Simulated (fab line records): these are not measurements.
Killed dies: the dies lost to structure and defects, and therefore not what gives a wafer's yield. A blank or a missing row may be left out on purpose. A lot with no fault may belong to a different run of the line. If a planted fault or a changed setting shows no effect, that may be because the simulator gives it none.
Matching of chambers    flow sky130    SKY_FIELD_ISO_ETCH_17 on rie si-01: 4 sister chambers
The step etches Si in HBr/Cl2/O2, target depth 342 nm, time 97.7 s. 8 wafers are shown with their chamber, then 8 later ones without.

## EACH WAFER AND ITS CHAMBER
wafer   chamber  drypump motor current A (A)  oes product au (a.u.)
L792.2  0        5.83                         0.980
L795.1  1        5.78                         0.990
L795.4  2        5.58                         0.995
L795.5  1        5.79                         0.992
L796.4  2        5.61                         1.001
L796.5  0        5.83                         0.993
L796.6  3        5.60                         0.999
L797.2  3        5.60                         0.994

## WAFERS WITHOUT THEIR CHAMBER
wafer   drypump motor current A (A)  oes product au (a.u.)
L797.3  5.88                         0.975
L797.5  5.60                         0.996
L799.1  5.59                         1.006
L799.2  5.59                         0.998
L799.4  5.82                         0.973
L805.2  5.80                         0.989
L805.4  5.60                         0.996
L805.6  5.60                         0.999

## WHICH CHAMBER EACH ONE RAN IN
wafer   from the rows above      in truth
L797.3  0                        0
L797.5  can't be placed: 3 or 2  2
L799.1  can't be placed: 2 or 3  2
L799.2  can't be placed: 2 or 3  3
L799.4  can't be placed: 0 or 1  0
L805.2  can't be placed: 1 or 0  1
L805.4  can't be placed: 3 or 2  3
L805.6  can't be placed: 3 or 2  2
Correctly placed: 1 of 8. Can't be placed from these rows: 7 (the true chamber is among the candidates in 7). Placed wrongly: 0.
How it was worked out, from the rows above alone: a wafer's distance from a chamber is the root of the sum, over the readings, of the square of ((its reading less the chamber's mean) divided by the reading's scatter). The wafer belongs to the nearest chamber; if the next one is less than 2 further off, it can't be placed. The mean given for a chamber averages the wafers shown for that chamber. The scatter: the root of (the sum of the squares of (reading less its chamber's mean) over the shown wafers, divided by (wafers less chambers)).
